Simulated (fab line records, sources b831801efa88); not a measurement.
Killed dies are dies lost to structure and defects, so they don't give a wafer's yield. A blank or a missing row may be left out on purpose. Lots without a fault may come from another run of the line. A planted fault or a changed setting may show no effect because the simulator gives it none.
Which tool did it? | flow gf180mcu | 15 lots, 45 wafers sampled, at 4 steps of a route of 602

WHAT THE GAUGES READ, wafer by wafer
GF_SAB_CD_MEAS_09: target cd 420 nm. Usual: cd_nm 420.5 nm, standard deviation 2.1.
lot  | measured     | on        | cd_nm (nm)        | flag
L507 | day 16 04:45 | cd_sem-02 | 419.6 420.6 418.2 |
L509 | day 16 22:11 | cd_sem-02 | 421.0 420.2 418.2 |
L511 | day 17 18:47 | cd_sem-02 | 422.1 422.5 423.3 |
L512 | day 18 00:13 | cd_sem-01 | 424.8 422.4 421.3 |
L513 | day 18 06:16 | cd_sem-01 | 418.7 420.5 419.7 |
L514 | day 18 20:13 | cd_sem-01 | 420.2 421.5 420.4 |
L516 | day 19 06:15 | cd_sem-02 | 417.3 415.2 415.5 |
L517 | day 20 00:17 | cd_sem-02 | 419.3 420.3 415.2 |
L518 | day 20 05:32 | cd_sem-01 | 419.3 418.5 419.8 |
L519 | day 20 13:42 | cd_sem-02 | 422.0 423.9 421.7 |
L520 | day 20 22:31 | cd_sem-01 | 424.7 424.8 422.0 |
L523 | day 21 22:47 | cd_sem-01 | 421.3 420.2 420.9 |
L527 | day 23 03:20 | cd_sem-02 | 421.1 420.3 420.4 |
L528 | day 23 10:44 | cd_sem-01 | 417.2 418.0 418.5 |
L529 | day 23 19:15 | cd_sem-02 | 421.0 421.2 420.5 |

GF_CONTACT_CD_MEAS_14: target cd 220 nm. Usual: cd_nm 220.3 nm, standard deviation 1.7.
lot  | measured     | on        | cd_nm (nm)        | flag
L507 | day 17 05:50 | cd_sem-02 | 220.6 220.8 224.0 |
L509 | day 17 23:51 | cd_sem-02 | 218.3 218.9 218.1 |
L511 | day 18 21:17 | cd_sem-02 | 218.4 217.9 217.5 |
L512 | day 19 02:23 | cd_sem-01 | 219.8 220.1 220.4 |
L513 | day 19 09:40 | cd_sem-02 | 219.2 218.6 221.3 |
L514 | day 19 22:23 | cd_sem-02 | 223.5 222.0 225.4 |
L516 | day 20 07:52 | cd_sem-01 | 221.9 220.9 220.6 |
L517 | day 21 02:33 | cd_sem-02 | 221.3 221.6 222.0 |
L518 | day 21 08:32 | cd_sem-02 | 223.0 221.3 222.8 |
L519 | day 21 16:02 | cd_sem-02 | 219.3 219.5 218.6 |
L520 | day 22 00:13 | cd_sem-01 | 219.4 218.8 218.4 |
L523 | day 22 23:57 | cd_sem-02 | 220.3 219.4 221.6 |
L527 | day 24 03:59 | cd_sem-01 | 218.1 220.1 218.2 |
L528 | day 24 11:27 | cd_sem-01 | 219.6 220.0 219.2 |
L529 | day 24 20:23 | cd_sem-01 | 221.2 218.4 219.5 |

WHICH TOOL RAN EACH LOT (tool, then ch and the chambers of the sampled wafers, then the start)
lot  | GF_SALICIDE_SPUTTER_02       | GF_SALICIDE_RTA_08
L507 | pvd_sputter-01, day 16 05:14 | rtp_anneal-02 ch 0, day 16 05:40
L509 | pvd_sputter-04, day 16 22:39 | rtp_anneal-01 ch 0, day 16 23:05
L511 | pvd_sputter-02, day 17 19:18 | rtp_anneal-01 ch 0, day 17 19:44
L512 | pvd_sputter-01, day 18 00:43 | rtp_anneal-01 ch 0, day 18 01:09
L513 | pvd_sputter-02, day 18 06:46 | rtp_anneal-01 ch 0, day 18 07:13
L514 | pvd_sputter-04, day 18 20:43 | rtp_anneal-01 ch 0, day 18 21:08
L516 | pvd_sputter-02, day 19 06:41 | rtp_anneal-01 ch 0, day 19 07:10
L517 | pvd_sputter-04, day 20 00:49 | rtp_anneal-01 ch 0, day 20 01:14
L518 | pvd_sputter-02, day 20 06:00 | rtp_anneal-01 ch 0, day 20 06:27
L519 | pvd_sputter-01, day 20 14:13 | rtp_anneal-01 ch 0, day 20 14:38
L520 | pvd_sputter-04, day 20 23:00 | rtp_anneal-01 ch 0, day 20 23:26
L523 | pvd_sputter-04, day 21 23:17 | rtp_anneal-02 ch 0, day 21 23:43
L527 | pvd_sputter-01, day 23 03:50 | rtp_anneal-01 ch 0, day 23 04:16
L528 | pvd_sputter-04, day 23 11:14 | rtp_anneal-02 ch 0, day 23 11:40
L529 | pvd_sputter-01, day 23 19:45 | rtp_anneal-01 ch 0, day 23 20:12
- GF_SALICIDE_SPUTTER_02: material Co, target thk 10 nm, time 20 s.
- GF_SALICIDE_RTA_08: time 30 s.

WHAT THE TOOLS THEMSELVES READ (means of the sampled wafers that have a number; where no wafer has one, the mark that the record gives instead)
GF_SALICIDE_SPUTTER_02. Usual: throttle_valve_pct 29.9 %, standard deviation 0.84.
lot  | tool           | throttle_valve_pct (%) | flag
L507 | pvd_sputter-01 | 29.6                   |
L509 | pvd_sputter-04 | 29.4                   |
L511 | pvd_sputter-02 | 29.7                   |
L512 | pvd_sputter-01 | 30.2                   |
L513 | pvd_sputter-02 | 29.4                   |
L514 | pvd_sputter-04 | 29.5                   |
L516 | pvd_sputter-02 | 29.8                   |
L517 | pvd_sputter-04 | 30.2                   |
L518 | pvd_sputter-02 | 29.6                   |
L519 | pvd_sputter-01 | 30.0                   |
L520 | pvd_sputter-04 | 30.1                   |
L523 | pvd_sputter-04 | 30.4                   |
L527 | pvd_sputter-01 | 30.2                   |
L528 | pvd_sputter-04 | 30.2                   |
L529 | pvd_sputter-01 | 29.3                   |

GF_SALICIDE_RTA_08. Usual: lamp_power_pct 17.0 %, standard deviation 0.8; wafer_temp_C_max 804.8, standard deviation 0.89.
lot  | tool          | lamp_power_pct (%) | wafer_temp_C_max | flag
L507 | rtp_anneal-02 | 18.7               | 804.6            |
L509 | rtp_anneal-01 | 16.6               | 804.1            |
L511 | rtp_anneal-01 | 16.6               | 804.7            |
L512 | rtp_anneal-01 | 16.6               | 804.9            |
L513 | rtp_anneal-01 | 16.6               | 805.2            |
L514 | rtp_anneal-01 | 16.6               | 803.5            |
L516 | rtp_anneal-01 | 16.6               | 805.0            |
L517 | rtp_anneal-01 | 11.3               | 682.8            | OFF
L518 | rtp_anneal-01 | 11.3               | 683.6            | OFF
L519 | rtp_anneal-01 | 11.3               | 682.2            | OFF
L520 | rtp_anneal-01 | 11.3               | 683.8            | OFF
L523 | rtp_anneal-02 | 18.8               | 804.2            |
L527 | rtp_anneal-01 | 16.6               | 804.5            |
L528 | rtp_anneal-02 | 18.8               | 805.1            |
L529 | rtp_anneal-01 | 16.6               | 805.4            |

THE ANSWER, worked out from the rows above alone
Rule: a lot is off if the mean of its wafers that have a number lies more than 3 standard deviations from the usual mean. A lot without any number at a reading at which 4 lots or more have one is off too. The other lots that the step has rows for count as sound. The gauges are gone through in route order, then the tools' own readings, and for those a lot's mean is taken as printed above. The first step at which some lot is off is used, and at that step the reading that is off furthest; a lot without a number counts as furthest.
Off: L517, L518, L519, L520, at GF_SALICIDE_RTA_08 (wafer_temp_C_max).
A tool fits if, at that step or a process step before it, it ran every lot that is off, and no sound lot after the first of them. None of those tried fits.

WHAT THE SIMULATOR HAD PUT IN
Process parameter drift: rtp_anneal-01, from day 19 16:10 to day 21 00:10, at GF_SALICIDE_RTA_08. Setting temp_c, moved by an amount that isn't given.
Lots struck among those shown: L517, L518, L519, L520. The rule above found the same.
